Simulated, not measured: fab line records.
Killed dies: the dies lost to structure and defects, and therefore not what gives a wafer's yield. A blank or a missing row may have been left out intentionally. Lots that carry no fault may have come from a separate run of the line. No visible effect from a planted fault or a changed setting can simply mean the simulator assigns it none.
fab line records / flow sky130
record: lots: 14 wafers: 42 lastDay: 50
route steps=708 shown DNWELL@41 VT_ADJUST_LVTN@115 LDD_HVP@288 CONTACT@406
lots that met no fault: taken from a fault-free run of the same line
startH: hours from the record's first day to the start of the lot's first wafer shown / waitH: hours elapsed since this lot's preceding step / " as in the row above / L1.1+2: one row covering several wafers at once / - no value, or no start given / * or withheld: withheld / < > ~ a bound
route shown NAME@n: NAME is a module with steps in the file, n the number in the route of the first one / usual: average and standard deviation across the fault-free wafers / same: alike in all rows / chamber/n: place in a boat / sites: the reading at each site / _std_site: standard deviation across them / _edge_site: the outer-site mean with the inner-site mean subtracted / radiusMm: for every site, how far away it sits from the centre of the wafer / mask NAME#n: copy n / behind: tool/chamber where the wafer was last shaped / hold: reason for holding the lot/hours on hold/outcome of the hold / device: which transistor (n, p or np) failed to switch / end of line: at the end of the route, the tests of the same wafers / a step with no rows: only its recipe / killed: the dies lost at the first sort to structure and to defects; this is not the yield of the wafer / map: shows each die of a wafer: x if killed, . if not, _ if none is there
set.NAME: the setting as run; set.NAME@STEP: as run at that earlier step / model.NAME: the simulator's own value behind a step, which no gauge read
a sample of lots followed through the steps of the route, with each step as a table and each wafer as a row
services: when a tool's chamber went out of use (startH, in hours from the record's first day, below 0 if earlier), for how many hours, and the reason
== steps ==
step: SKY_DNWELL_DEVELOP_06
recipe: wallAngleDeg: 90 developer: TMAH developTimeS: 60 devTempC: 23
usual: chillPlateTempC: 23.02/0.1 developTimeS: 60/0
lot.wafer=L439.1 tool=lithoTrack-04 chamber=0 startH=56 waitH=- chillPlateTempC=23.01 developTimeS=60
lot.wafer=L439.4 tool=lithoTrack-04 chamber=0 startH=56 waitH=- chillPlateTempC=23.00 developTimeS=60
lot.wafer=L439.6 tool=lithoTrack-04 chamber=0 startH=56 waitH=- chillPlateTempC=22.91 developTimeS=60
lot.wafer=L438.1 tool=lithoTrack-04 chamber=0 startH=56 waitH=- chillPlateTempC=22.98 developTimeS=60
lot.wafer=L438.3 tool=lithoTrack-04 chamber=0 startH=56 waitH=- chillPlateTempC=23.09 developTimeS=60
lot.wafer=L438.4 tool=lithoTrack-04 chamber=0 startH=56 waitH=- chillPlateTempC=22.85 developTimeS=60
lot.wafer=L440.1 tool=lithoTrack-03 chamber=0 startH=61 waitH=- chillPlateTempC=23.07 developTimeS=60
lot.wafer=L440.3 tool=lithoTrack-03 chamber=0 startH=61 waitH=- chillPlateTempC=23.00 developTimeS=60
lot.wafer=L440.6 tool=lithoTrack-03 chamber=0 startH=61 waitH=- chillPlateTempC=23.02 developTimeS=60
lot.wafer=L443.2 tool=lithoTrack-04 chamber=0 startH=74 waitH=- chillPlateTempC=22.84 developTimeS=60
lot.wafer=L443.3 tool=lithoTrack-04 chamber=0 startH=74 waitH=- chillPlateTempC=23.03 developTimeS=60
lot.wafer=L443.5 tool=lithoTrack-04 chamber=0 startH=74 waitH=- chillPlateTempC=22.99 developTimeS=60
lot.wafer=L444.2 tool=lithoTrack-01 chamber=0 startH=87 waitH=- chillPlateTempC=23.00 developTimeS=60
lot.wafer=L444.4 tool=lithoTrack-01 chamber=0 startH=87 waitH=- chillPlateTempC=23.14 developTimeS=60
lot.wafer=L444.5 tool=lithoTrack-01 chamber=0 startH=87 waitH=- chillPlateTempC=23.08 developTimeS=60
lot.wafer=L446.1 tool=lithoTrack-04 chamber=0 startH=97 waitH=- chillPlateTempC=22.92 developTimeS=60
lot.wafer=L446.4 tool=lithoTrack-04 chamber=0 startH=97 waitH=- chillPlateTempC=23.00 developTimeS=60
lot.wafer=L446.5 tool=lithoTrack-04 chamber=0 startH=97 waitH=- chillPlateTempC=22.98 developTimeS=60
lot.wafer=L447.3 tool=lithoTrack-01 chamber=0 startH=102 waitH=- chillPlateTempC=22.91 developTimeS=60
lot.wafer=L447.4 tool=lithoTrack-01 chamber=0 startH=102 waitH=- chillPlateTempC=23.01 developTimeS=60
lot.wafer=L447.5 tool=lithoTrack-01 chamber=0 startH=102 waitH=- chillPlateTempC=23.07 developTimeS=60
lot.wafer=L449.1 tool=lithoTrack-03 chamber=0 startH=112 waitH=- chillPlateTempC=23.12 developTimeS=60
lot.wafer=L449.4 tool=lithoTrack-03 chamber=0 startH=113 waitH=- chillPlateTempC=23.01 developTimeS=60
lot.wafer=L449.6 tool=lithoTrack-03 chamber=0 startH=113 waitH=- chillPlateTempC=22.97 developTimeS=60
lot.wafer=L451.2 tool=lithoTrack-03 chamber=0 startH=127 waitH=- chillPlateTempC=22.95 developTimeS=60
lot.wafer=L451.4 tool=lithoTrack-03 chamber=0 startH=128 waitH=- chillPlateTempC=23.14 developTimeS=60
lot.wafer=L451.6 tool=lithoTrack-03 chamber=0 startH=128 waitH=- chillPlateTempC=23.19 developTimeS=60
lot.wafer=L453.1 tool=lithoTrack-01 chamber=0 startH=138 waitH=- chillPlateTempC=23.17 developTimeS=60
lot.wafer=L453.3 tool=lithoTrack-01 chamber=0 startH=138 waitH=- chillPlateTempC=23.14 developTimeS=60
lot.wafer=L453.5 tool=lithoTrack-01 chamber=0 startH=138 waitH=- chillPlateTempC=23.11 developTimeS=60
lot.wafer=L455.3 tool=lithoTrack-03 chamber=- startH=147 waitH=- chillPlateTempC=- developTimeS=-
lot.wafer=L455.5 tool=lithoTrack-03 chamber=- startH=147 waitH=- chillPlateTempC=- developTimeS=-
lot.wafer=L455.6 tool=lithoTrack-03 chamber=- startH=147 waitH=- chillPlateTempC=- developTimeS=-
lot.wafer=L456.2 tool=lithoTrack-01 chamber=- startH=153 waitH=- chillPlateTempC=- developTimeS=-
lot.wafer=L456.3 tool=lithoTrack-01 chamber=- startH=153 waitH=- chillPlateTempC=- developTimeS=-
lot.wafer=L456.6 tool=lithoTrack-01 chamber=- startH=153 waitH=- chillPlateTempC=- developTimeS=-
lot.wafer=L460.1 tool=lithoTrack-03 chamber=0 startH=170 waitH=- chillPlateTempC=22.96 developTimeS=60
lot.wafer=L460.2 tool=lithoTrack-03 chamber=0 startH=170 waitH=- chillPlateTempC=22.97 developTimeS=60
lot.wafer=L460.4 tool=lithoTrack-03 chamber=0 startH=170 waitH=- chillPlateTempC=22.95 developTimeS=60
lot.wafer=L461.1 tool=lithoTrack-03 chamber=0 startH=188 waitH=- chillPlateTempC=22.94 developTimeS=60
lot.wafer=L461.2 tool=lithoTrack-03 chamber=0 startH=188 waitH=- chillPlateTempC=22.93 developTimeS=60
lot.wafer=L461.3 tool=lithoTrack-03 chamber=0 startH=188 waitH=- chillPlateTempC=22.81 developTimeS=60
step: SKY_DNWELL_TW_MEAS_09
usual: DNWELL_TW: 1125/7.4
lot.wafer=L439.1 tool=filmMetro-03 chamber=- startH=56.90 waitH=0.1 hold=- DNWELL_TW=1134
lot.wafer=L439.4 tool=filmMetro-03 chamber=- startH=56.90 waitH=0.1 hold=- DNWELL_TW=1134
lot.wafer=L439.6 tool=filmMetro-03 chamber=- startH=56.90 waitH=0.1 hold=- DNWELL_TW=1131
lot.wafer=L438.1 tool=filmMetro-03 chamber=- startH=57.25 waitH=0.1 hold=- DNWELL_TW=1127
lot.wafer=L438.3 tool=filmMetro-03 chamber=- startH=57.25 waitH=0.1 hold=- DNWELL_TW=1133
lot.wafer=L438.4 tool=filmMetro-03 chamber=- startH=57.25 waitH=0.1 hold=- DNWELL_TW=1126
lot.wafer=L440.1 tool=filmMetro-03 chamber=- startH=61.95 waitH=0.1 hold=- DNWELL_TW=1129
lot.wafer=L440.3 tool=filmMetro-03 chamber=- startH=61.95 waitH=0.1 hold=- DNWELL_TW=1131
lot.wafer=L440.6 tool=filmMetro-03 chamber=- startH=61.95 waitH=0.1 hold=- DNWELL_TW=1138
lot.wafer=L443.2 tool=filmMetro-02 chamber=- startH=75.11 waitH=0.1 hold=- DNWELL_TW=1112
lot.wafer=L443.3 tool=filmMetro-02 chamber=- startH=75.11 waitH=0.1 hold=- DNWELL_TW=1116
lot.wafer=L443.5 tool=filmMetro-02 chamber=- startH=75.11 waitH=0.1 hold=- DNWELL_TW=1117
lot.wafer=L444.2 tool=filmMetro-03 chamber=- startH=88.26 waitH=0.1 hold=- DNWELL_TW=1133
lot.wafer=L444.4 tool=filmMetro-03 chamber=- startH=88.26 waitH=0.1 hold=- DNWELL_TW=1138
lot.wafer=L444.5 tool=filmMetro-03 chamber=- startH=88.26 waitH=0.1 hold=- DNWELL_TW=1134
lot.wafer=L446.1 tool=filmMetro-02 chamber=- startH=97.69 waitH=0.1 hold=- DNWELL_TW=1123
lot.wafer=L446.4 tool=filmMetro-02 chamber=- startH=97.69 waitH=0.1 hold=- DNWELL_TW=1121
lot.wafer=L446.5 tool=filmMetro-02 chamber=- startH=97.69 waitH=0.1 hold=- DNWELL_TW=1127
lot.wafer=L447.3 tool=filmMetro-03 chamber=- startH=102.72 waitH=0.1 hold=- DNWELL_TW=1117
lot.wafer=L447.4 tool=filmMetro-03 chamber=- startH=102.72 waitH=0.1 hold=- DNWELL_TW=1118
lot.wafer=L447.5 tool=filmMetro-03 chamber=- startH=102.72 waitH=0.1 hold=- DNWELL_TW=1114
lot.wafer=L449.1 tool=filmMetro-03 chamber=- startH=113.35 waitH=0.1 hold=- DNWELL_TW=1132
lot.wafer=L449.4 tool=filmMetro-03 chamber=- startH=113.35 waitH=0.1 hold=- DNWELL_TW=1128
lot.wafer=L449.6 tool=filmMetro-03 chamber=- startH=113.35 waitH=0.1 hold=- DNWELL_TW=1125
lot.wafer=L451.2 tool=filmMetro-02 chamber=- startH=128.36 waitH=0.1 hold=- DNWELL_TW=1110
lot.wafer=L451.4 tool=filmMetro-02 chamber=- startH=128.36 waitH=0.1 hold=- DNWELL_TW=1115
lot.wafer=L451.6 tool=filmMetro-02 chamber=- startH=128.36 waitH=0.1 hold=- DNWELL_TW=1116
lot.wafer=L453.1 tool=filmMetro-03 chamber=- startH=139.30 waitH=0.1 hold=- DNWELL_TW=1130
lot.wafer=L453.3 tool=filmMetro-03 chamber=- startH=139.30 waitH=0.1 hold=- DNWELL_TW=1126
lot.wafer=L453.5 tool=filmMetro-03 chamber=- startH=139.30 waitH=0.1 hold=- DNWELL_TW=1129
lot.wafer=L455.3 tool=filmMetro-02 chamber=- startH=147.42 waitH=0.1 hold=awaitDispo/0.2h/release DNWELL_TW=30
lot.wafer=L455.5 tool=filmMetro-02 chamber=- startH=147.42 waitH=0.1 hold=awaitDispo/0.2h/release DNWELL_TW=30
lot.wafer=L455.6 tool=filmMetro-02 chamber=- startH=147.42 waitH=0.1 hold=awaitDispo/0.2h/release DNWELL_TW=30
lot.wafer=L455.3 tool=filmMetro-02 chamber=- startH=147.65 waitH=0.2 hold=- DNWELL_TW=30
lot.wafer=L455.5 tool=filmMetro-02 chamber=- startH=147.65 waitH=0.2 hold=- DNWELL_TW=30
lot.wafer=L455.6 tool=filmMetro-02 chamber=- startH=147.65 waitH=0.2 hold=- DNWELL_TW=30
lot.wafer=L456.2 tool=filmMetro-03 chamber=- startH=154.11 waitH=0.1 hold=awaitDispo/0.2h/release DNWELL_TW=30
lot.wafer=L456.3 tool=filmMetro-03 chamber=- startH=154.11 waitH=0.1 hold=awaitDispo/0.2h/release DNWELL_TW=30
lot.wafer=L456.6 tool=filmMetro-03 chamber=- startH=154.11 waitH=0.1 hold=awaitDispo/0.2h/release DNWELL_TW=30
lot.wafer=L456.2 tool=filmMetro-03 chamber=- startH=154.34 waitH=0.2 hold=- DNWELL_TW=31
lot.wafer=L456.3 tool=filmMetro-03 chamber=- startH=154.34 waitH=0.2 hold=- DNWELL_TW=30
lot.wafer=L456.6 tool=filmMetro-03 chamber=- startH=154.34 waitH=0.2 hold=- DNWELL_TW=30
lot.wafer=L460.1 tool=filmMetro-03 chamber=- startH=170.85 waitH=0.1 hold=- DNWELL_TW=1128
lot.wafer=L460.2 tool=filmMetro-03 chamber=- startH=170.85 waitH=0.1 hold=- DNWELL_TW=1131
lot.wafer=L460.4 tool=filmMetro-03 chamber=- startH=170.85 waitH=0.1 hold=- DNWELL_TW=1135
lot.wafer=L461.1 tool=filmMetro-02 chamber=- startH=189.15 waitH=0.1 hold=- DNWELL_TW=1119
lot.wafer=L461.2 tool=filmMetro-02 chamber=- startH=189.15 waitH=0.1 hold=- DNWELL_TW=1118
lot.wafer=L461.3 tool=filmMetro-02 chamber=- startH=189.15 waitH=0.1 hold=- DNWELL_TW=1118
step: SKY_VT_ADJUST_LVTN_OVL_MEAS_18
usual: VT_ADJUST_LVTN_01_OVL: 1.0/1.2
lot.wafer=L439.1 tool=overlay-02 chamber=- startH=164.85 waitH=0.1 VT_ADJUST_LVTN_01_OVL[nm]=2.4
lot.wafer=L439.4 tool=overlay-02 chamber=- startH=164.85 waitH=0.1 VT_ADJUST_LVTN_01_OVL[nm]=2.3
lot.wafer=L439.6 tool=overlay-02 chamber=- startH=164.85 waitH=0.1 VT_ADJUST_LVTN_01_OVL[nm]=2.4
lot.wafer=L438.1 tool=overlay-02 chamber=- startH=165.00 waitH=0.1 VT_ADJUST_LVTN_01_OVL[nm]=1.1
lot.wafer=L438.3 tool=overlay-02 chamber=- startH=165.00 waitH=0.1 VT_ADJUST_LVTN_01_OVL[nm]=-0.7
lot.wafer=L438.4 tool=overlay-02 chamber=- startH=165.00 waitH=0.1 VT_ADJUST_LVTN_01_OVL[nm]=0.2
lot.wafer=L440.1 tool=overlay-02 chamber=- startH=170.25 waitH=0.1 VT_ADJUST_LVTN_01_OVL[nm]=0.3
lot.wafer=L440.3 tool=overlay-02 chamber=- startH=170.25 waitH=0.1 VT_ADJUST_LVTN_01_OVL[nm]=-0.3
lot.wafer=L440.6 tool=overlay-02 chamber=- startH=170.25 waitH=0.1 VT_ADJUST_LVTN_01_OVL[nm]=-0.5
lot.wafer=L443.2 tool=overlay-02 chamber=- startH=191.86 waitH=0.1 VT_ADJUST_LVTN_01_OVL[nm]=1.1
lot.wafer=L443.3 tool=overlay-02 chamber=- startH=191.86 waitH=0.1 VT_ADJUST_LVTN_01_OVL[nm]=3.2
lot.wafer=L443.5 tool=overlay-02 chamber=- startH=191.86 waitH=0.1 VT_ADJUST_LVTN_01_OVL[nm]=1.7
lot.wafer=L444.2 tool=overlay-02 chamber=- startH=205.05 waitH=0.1 VT_ADJUST_LVTN_01_OVL[nm]=1.9
lot.wafer=L444.4 tool=overlay-02 chamber=- startH=205.05 waitH=0.1 VT_ADJUST_LVTN_01_OVL[nm]=2.6
lot.wafer=L444.5 tool=overlay-02 chamber=- startH=205.05 waitH=0.1 VT_ADJUST_LVTN_01_OVL[nm]=0.5
lot.wafer=L446.1 tool=overlay-02 chamber=- startH=215.35 waitH=0.1 VT_ADJUST_LVTN_01_OVL[nm]=1.6
lot.wafer=L446.4 tool=overlay-02 chamber=- startH=215.35 waitH=0.1 VT_ADJUST_LVTN_01_OVL[nm]=2.0
lot.wafer=L446.5 tool=overlay-02 chamber=- startH=215.35 waitH=0.1 VT_ADJUST_LVTN_01_OVL[nm]=0.0
lot.wafer=L447.3 tool=overlay-02 chamber=- startH=222.36 waitH=0.1 VT_ADJUST_LVTN_01_OVL[nm]=2.7
lot.wafer=L447.4 tool=overlay-02 chamber=- startH=222.36 waitH=0.1 VT_ADJUST_LVTN_01_OVL[nm]=1.1
lot.wafer=L447.5 tool=overlay-02 chamber=- startH=222.36 waitH=0.1 VT_ADJUST_LVTN_01_OVL[nm]=2.7
lot.wafer=L449.1 tool=overlay-02 chamber=- startH=236.50 waitH=0.1 VT_ADJUST_LVTN_01_OVL[nm]=1.1
lot.wafer=L449.4 tool=overlay-02 chamber=- startH=236.50 waitH=0.1 VT_ADJUST_LVTN_01_OVL[nm]=2.1
lot.wafer=L449.6 tool=overlay-02 chamber=- startH=236.50 waitH=0.1 VT_ADJUST_LVTN_01_OVL[nm]=2.7
lot.wafer=L451.2 tool=overlay-01 chamber=- startH=254.75 waitH=0.1 VT_ADJUST_LVTN_01_OVL[nm]=0.7
lot.wafer=L451.4 tool=overlay-01 chamber=- startH=254.75 waitH=0.1 VT_ADJUST_LVTN_01_OVL[nm]=1.5
lot.wafer=L451.6 tool=overlay-01 chamber=- startH=254.75 waitH=0.1 VT_ADJUST_LVTN_01_OVL[nm]=-0.3
lot.wafer=L453.1 tool=overlay-02 chamber=- startH=269.75 waitH=0.1 VT_ADJUST_LVTN_01_OVL[nm]=2.6
lot.wafer=L453.3 tool=overlay-02 chamber=- startH=269.75 waitH=0.1 VT_ADJUST_LVTN_01_OVL[nm]=2.5
lot.wafer=L453.5 tool=overlay-02 chamber=- startH=269.75 waitH=0.1 VT_ADJUST_LVTN_01_OVL[nm]=1.0
lot.wafer=L460.1 tool=overlay-01 chamber=- startH=311.05 waitH=0.1 VT_ADJUST_LVTN_01_OVL[nm]=3.5
lot.wafer=L460.2 tool=overlay-01 chamber=- startH=311.05 waitH=0.1 VT_ADJUST_LVTN_01_OVL[nm]=3.1
lot.wafer=L460.4 tool=overlay-01 chamber=- startH=311.05 waitH=0.1 VT_ADJUST_LVTN_01_OVL[nm]=1.7
lot.wafer=L461.1 tool=overlay-02 chamber=- startH=332.50 waitH=0.1 VT_ADJUST_LVTN_01_OVL[nm]=2.5
lot.wafer=L461.2 tool=overlay-02 chamber=- startH=332.50 waitH=0.1 VT_ADJUST_LVTN_01_OVL[nm]=-0.5
lot.wafer=L461.3 tool=overlay-02 chamber=- startH=332.50 waitH=0.1 VT_ADJUST_LVTN_01_OVL[nm]=0.5
step: SKY_LDD_HVP_TW_MEAS_10
usual: LDD_HVP_TW: 457.4/2.2
lot.wafer=L438.1 tool=filmMetro-03 chamber=- startH=491.78 waitH=0.1 LDD_HVP_TW=462.7
lot.wafer=L438.3 tool=filmMetro-03 chamber=- startH=491.78 waitH=0.1 LDD_HVP_TW=463.3
lot.wafer=L438.4 tool=filmMetro-03 chamber=- startH=491.78 waitH=0.1 LDD_HVP_TW=462.5
lot.wafer=L439.1 tool=filmMetro-04 chamber=- startH=496.58 waitH=0.1 LDD_HVP_TW=457.8
lot.wafer=L439.4 tool=filmMetro-04 chamber=- startH=496.58 waitH=0.1 LDD_HVP_TW=455.8
lot.wafer=L439.6 tool=filmMetro-04 chamber=- startH=496.58 waitH=0.1 LDD_HVP_TW=455.8
lot.wafer=L440.1 tool=filmMetro-03 chamber=- startH=505.38 waitH=0.1 LDD_HVP_TW=457.2
lot.wafer=L440.3 tool=filmMetro-03 chamber=- startH=505.38 waitH=0.1 LDD_HVP_TW=455.7
lot.wafer=L440.6 tool=filmMetro-03 chamber=- startH=505.38 waitH=0.1 LDD_HVP_TW=456.1
lot.wafer=L443.2 tool=filmMetro-01 chamber=- startH=541.39 waitH=0.1 LDD_HVP_TW=455.8
lot.wafer=L443.3 tool=filmMetro-01 chamber=- startH=541.39 waitH=0.1 LDD_HVP_TW=458.1
lot.wafer=L443.5 tool=filmMetro-01 chamber=- startH=541.39 waitH=0.1 LDD_HVP_TW=457.9
lot.wafer=L444.2 tool=filmMetro-03 chamber=- startH=553.49 waitH=0.1 LDD_HVP_TW=457.6
lot.wafer=L444.4 tool=filmMetro-03 chamber=- startH=553.49 waitH=0.1 LDD_HVP_TW=458.0
lot.wafer=L444.5 tool=filmMetro-03 chamber=- startH=553.49 waitH=0.1 LDD_HVP_TW=455.8
lot.wafer=L446.1 tool=filmMetro-01 chamber=- startH=570.08 waitH=0.1 LDD_HVP_TW=456.5
lot.wafer=L446.4 tool=filmMetro-01 chamber=- startH=570.08 waitH=0.1 LDD_HVP_TW=457.8
lot.wafer=L446.5 tool=filmMetro-01 chamber=- startH=570.08 waitH=0.1 LDD_HVP_TW=455.1
lot.wafer=L447.3 tool=filmMetro-04 chamber=- startH=580.65 waitH=0.1 LDD_HVP_TW=453.2
lot.wafer=L447.4 tool=filmMetro-04 chamber=- startH=580.65 waitH=0.1 LDD_HVP_TW=454.6
lot.wafer=L447.5 tool=filmMetro-04 chamber=- startH=580.65 waitH=0.1 LDD_HVP_TW=454.3
lot.wafer=L449.1 tool=filmMetro-03 chamber=- startH=593.98 waitH=0.1 LDD_HVP_TW=456.1
lot.wafer=L449.4 tool=filmMetro-03 chamber=- startH=593.98 waitH=0.1 LDD_HVP_TW=455.0
lot.wafer=L449.6 tool=filmMetro-03 chamber=- startH=593.98 waitH=0.1 LDD_HVP_TW=455.9
lot.wafer=L451.2 tool=filmMetro-01 chamber=- startH=615.84 waitH=0.1 LDD_HVP_TW=458.7
lot.wafer=L451.4 tool=filmMetro-01 chamber=- startH=615.84 waitH=0.1 LDD_HVP_TW=460.7
lot.wafer=L451.6 tool=filmMetro-01 chamber=- startH=615.84 waitH=0.1 LDD_HVP_TW=459.3
lot.wafer=L453.1 tool=filmMetro-01 chamber=- startH=637.03 waitH=0.1 LDD_HVP_TW=455.1
lot.wafer=L453.3 tool=filmMetro-01 chamber=- startH=637.03 waitH=0.1 LDD_HVP_TW=456.2
lot.wafer=L453.5 tool=filmMetro-01 chamber=- startH=637.03 waitH=0.1 LDD_HVP_TW=456.7
lot.wafer=L460.1 tool=filmMetro-04 chamber=- startH=676.13 waitH=0.1 LDD_HVP_TW=454.5
lot.wafer=L460.2 tool=filmMetro-04 chamber=- startH=676.13 waitH=0.1 LDD_HVP_TW=456.6
lot.wafer=L460.4 tool=filmMetro-04 chamber=- startH=676.13 waitH=0.1 LDD_HVP_TW=457.2
lot.wafer=L461.1 tool=filmMetro-03 chamber=- startH=700.48 waitH=0.1 LDD_HVP_TW=459.4
lot.wafer=L461.2 tool=filmMetro-03 chamber=- startH=700.48 waitH=0.1 LDD_HVP_TW=458.9
lot.wafer=L461.3 tool=filmMetro-03 chamber=- startH=700.48 waitH=0.1 LDD_HVP_TW=457.9
step: SKY_CONTACT_CVD_00
recipe: material: Si3N4 targetThkNm: 75 tempC: 400 timeS: withheld rfW: 450
usual: heaterPowerW: 712/100
lot.wafer=L438.1 tool=pecvd-03 chamber=2 startH=704.12 waitH=0.0 heaterPowerW=737
lot.wafer=L438.3 tool=pecvd-03 chamber=1 startH=704.12 waitH=0.0 heaterPowerW=804
lot.wafer=L438.4 tool=pecvd-03 chamber=0 startH=704.12 waitH=0.0 heaterPowerW=658
lot.wafer=L439.1 tool=pecvd-01 chamber=0 startH=708.15 waitH=0.0 heaterPowerW=930
lot.wafer=L439.4 tool=pecvd-01 chamber=1 startH=708.15 waitH=0.0 heaterPowerW=521
lot.wafer=L439.6 tool=pecvd-01 chamber=0 startH=708.15 waitH=0.0 heaterPowerW=935
lot.wafer=L440.1 tool=pecvd-03 chamber=0 startH=713.86 waitH=0.0 heaterPowerW=605
lot.wafer=L440.3 tool=pecvd-03 chamber=1 startH=713.86 waitH=0.0 heaterPowerW=715
lot.wafer=L440.6 tool=pecvd-03 chamber=2 startH=713.86 waitH=0.0 heaterPowerW=758
lot.wafer=L443.2 tool=pecvd-03 chamber=2 startH=748.02 waitH=0.0 heaterPowerW=669
lot.wafer=L443.3 tool=pecvd-03 chamber=2 startH=748.02 waitH=0.0 heaterPowerW=661
lot.wafer=L443.5 tool=pecvd-03 chamber=2 startH=748.02 waitH=0.0 heaterPowerW=662
lot.wafer=L444.2 tool=pecvd-03 chamber=2 startH=761.27 waitH=0.0 heaterPowerW=690
lot.wafer=L444.4 tool=pecvd-03 chamber=2 startH=761.27 waitH=0.0 heaterPowerW=680
lot.wafer=L444.5 tool=pecvd-03 chamber=1 startH=761.27 waitH=0.0 heaterPowerW=829
lot.wafer=L446.1 tool=pecvd-04 chamber=0 startH=774.08 waitH=0.0 heaterPowerW=627
lot.wafer=L446.4 tool=pecvd-04 chamber=0 startH=774.08 waitH=0.0 heaterPowerW=626
lot.wafer=L446.5 tool=pecvd-04 chamber=1 startH=774.08 waitH=0.0 heaterPowerW=746
lot.wafer=L447.3 tool=pecvd-01 chamber=0 startH=786.20 waitH=0.0 heaterPowerW=864
lot.wafer=L447.4 tool=pecvd-01 chamber=2 startH=786.20 waitH=0.0 heaterPowerW=660
lot.wafer=L447.5 tool=pecvd-01 chamber=0 startH=786.20 waitH=0.0 heaterPowerW=878
lot.wafer=L449.1 tool=pecvd-03 chamber=1 startH=794.30 waitH=0.0 heaterPowerW=857
lot.wafer=L449.4 tool=pecvd-03 chamber=0 startH=794.30 waitH=0.0 heaterPowerW=651
lot.wafer=L449.6 tool=pecvd-03 chamber=1 startH=794.30 waitH=0.0 heaterPowerW=693
lot.wafer=L451.2 tool=pecvd-03 chamber=1 startH=815.84 waitH=0.0 heaterPowerW=787
lot.wafer=L451.4 tool=pecvd-03 chamber=0 startH=815.84 waitH=0.0 heaterPowerW=599
lot.wafer=L451.6 tool=pecvd-03 chamber=2 startH=815.84 waitH=0.0 heaterPowerW=720
lot.wafer=L453.1 tool=pecvd-04 chamber=2 startH=836.56 waitH=0.0 heaterPowerW=713
lot.wafer=L453.3 tool=pecvd-04 chamber=0 startH=836.56 waitH=0.0 heaterPowerW=581
lot.wafer=L453.5 tool=pecvd-04 chamber=2 startH=836.56 waitH=0.0 heaterPowerW=714
lot.wafer=L460.1 tool=pecvd-03 chamber=1 startH=871.84 waitH=0.0 heaterPowerW=780
lot.wafer=L460.2 tool=pecvd-03 chamber=2 startH=871.84 waitH=0.0 heaterPowerW=722
lot.wafer=L460.4 tool=pecvd-03 chamber=1 startH=871.84 waitH=0.0 heaterPowerW=792
lot.wafer=L461.1 tool=pecvd-03 chamber=0 startH=892.06 waitH=0.0 heaterPowerW=592
lot.wafer=L461.2 tool=pecvd-03 chamber=1 startH=892.06 waitH=0.0 heaterPowerW=707
lot.wafer=L461.3 tool=pecvd-03 chamber=2 startH=892.06 waitH=0.0 heaterPowerW=703
== services ==
tool=pecvd-03 chamber=- startH=68.46 hours=0.7 kind=repair
tool=pecvd-03 chamber=- startH=99.06 hours=1.7 kind=repair
tool=pecvd-04 chamber=- startH=104.70 hours=5.5 kind=pm
tool=pecvd-04 chamber=- startH=111.04 hours=2.8 kind=repair
tool=pecvd-04 chamber=1 startH=122.62 hours=6.6 kind=repair
tool=pecvd-04 chamber=2 startH=125.60 hours=2.3 kind=repair
tool=pecvd-01 chamber=1 startH=126.51 hours=12.1 kind=repair
tool=pecvd-03 chamber=- startH=199.39 hours=0.4 kind=repair
tool=pecvd-01 chamber=- startH=229.31 hours=1.7 kind=repair
tool=pecvd-04 chamber=1 startH=242.66 hours=13.0 kind=repair
tool=pecvd-03 chamber=- startH=246.91 hours=2.8 kind=pm
tool=pecvd-03 chamber=0 startH=262.11 hours=3.0 kind=repair
tool=pecvd-03 chamber=- startH=302.86 hours=0.5 kind=repair
tool=pecvd-04 chamber=- startH=306.15 hours=0.2 kind=repair
tool=pecvd-03 chamber=1 startH=363.38 hours=6.5 kind=repair
tool=pecvd-04 chamber=0 startH=381.34 hours=4.2 kind=repair
tool=pecvd-04 chamber=0 startH=391.25 hours=5.6 kind=repair
tool=pecvd-03 chamber=1 startH=442.10 hours=7.9 kind=repair
tool=pecvd-01 chamber=0 startH=507.00 hours=4.3 kind=repair
tool=pecvd-04 chamber=2 startH=515.57 hours=4.4 kind=repair
tool=pecvd-03 chamber=- startH=539.41 hours=0.5 kind=repair
tool=pecvd-03 chamber=- startH=568.84 hours=0.3 kind=repair
tool=pecvd-03 chamber=- startH=773.35 hours=6.0 kind=pm
tool=pecvd-03 chamber=- startH=794.54 hours=0.3 kind=repair
== key ==
firstSign: step: SKY_DNWELL_DEVELOP_06 reading: toolRecord direction: missing
effect: step: SKY_DNWELL_TW_MEAS_09 reading: visit direction: added
effect: step: SKY_DNWELL_TW_MEAS_09 reading: DNWELL_TW direction: down sigmas: 99+ usual: 1125 struck: 30
metAt SKY_DNWELL_DEVELOP_06
struckLots L455,L456
scrappedBehind SKY_DNWELL_TW_MEAS_09 L455.3,L455.5,L455.6,L456.2,L456.3,L456.6
notActingAt SKY_VT_ADJUST_LVTN_OVL_MEAS_18,SKY_LDD_HVP_TW_MEAS_10,SKY_CONTACT_CVD_00
onsetBetween 138 147
fault: kind: skippedStepWhole tool: lithoTrack-01,lithoTrack-03 chamber: - onsetH: 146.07 steps: SKY_DNWELL_DEVELOP_06 scope: struckLotsOnly
